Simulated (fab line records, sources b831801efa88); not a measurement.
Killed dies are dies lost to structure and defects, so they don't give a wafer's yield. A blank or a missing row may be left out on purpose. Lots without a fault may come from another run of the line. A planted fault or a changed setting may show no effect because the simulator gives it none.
Which tool did it? | flow sky130 | 6 lots, 18 wafers sampled, at 2 steps of a route of 708

WHAT THE GAUGES READ, wafer by wafer
SKY_VIA1_OVL_MEAS_13.
lot  | measured     | on         | VIA1_OVL (nm)
L313 | day 34 11:15 | overlay-01 | -11 -5 -3
L316 | day 36 07:22 | overlay-01 | -1 -8 -5
L318 | day 36 10:01 | overlay-01 | -6 -7 -4
L322 | day 37 23:54 | overlay-02 | 4 1 4
L330 | day 39 22:19 | overlay-02 | -3 -1 1
L333 | day 42 16:06 | overlay-02 | -5 1 0

WHICH TOOL RAN EACH LOT (tool, then ch and the chambers of the sampled wafers, then the start)
lot  | SKY_METAL1_ETCH_18
L313 | rie_metal-04 ch 0,1, day 33 07:30
L316 | rie_metal-02 ch 0,1, day 35 04:31
L318 | rie_metal-02 ch 0,1, day 35 06:41
L322 | rie_metal-03 ch 0,1, day 36 20:18
L330 | rie_metal-04 ch 0,1, day 38 20:10
L333 | rie_metal-02 ch 0,1, day 41 15:37
- SKY_METAL1_ETCH_18: etches BARC in N2/H2, stops on SiO2, time 45.9 s, target depth 60 nm.

THE ANSWER, worked out from the rows above alone
Rule: what is usual is taken from the lots themselves. Put in order of their means at a reading, lots are off if they are a third of the lots or fewer, leave a main group of 4 or more, and stand apart from it by a gap of 3 or more times the standard deviation of the main group's means; of several such gaps the widest counts. A main group whose means are all the same, to the digits that the tables above print for the reading, isn't used. A lot without any number at a reading at which 4 lots or more have one is off too. The other lots that the step has rows for count as sound.
No lot is off at any reading shown: from this, nothing can be told.

WHAT THE SIMULATOR HAD PUT IN
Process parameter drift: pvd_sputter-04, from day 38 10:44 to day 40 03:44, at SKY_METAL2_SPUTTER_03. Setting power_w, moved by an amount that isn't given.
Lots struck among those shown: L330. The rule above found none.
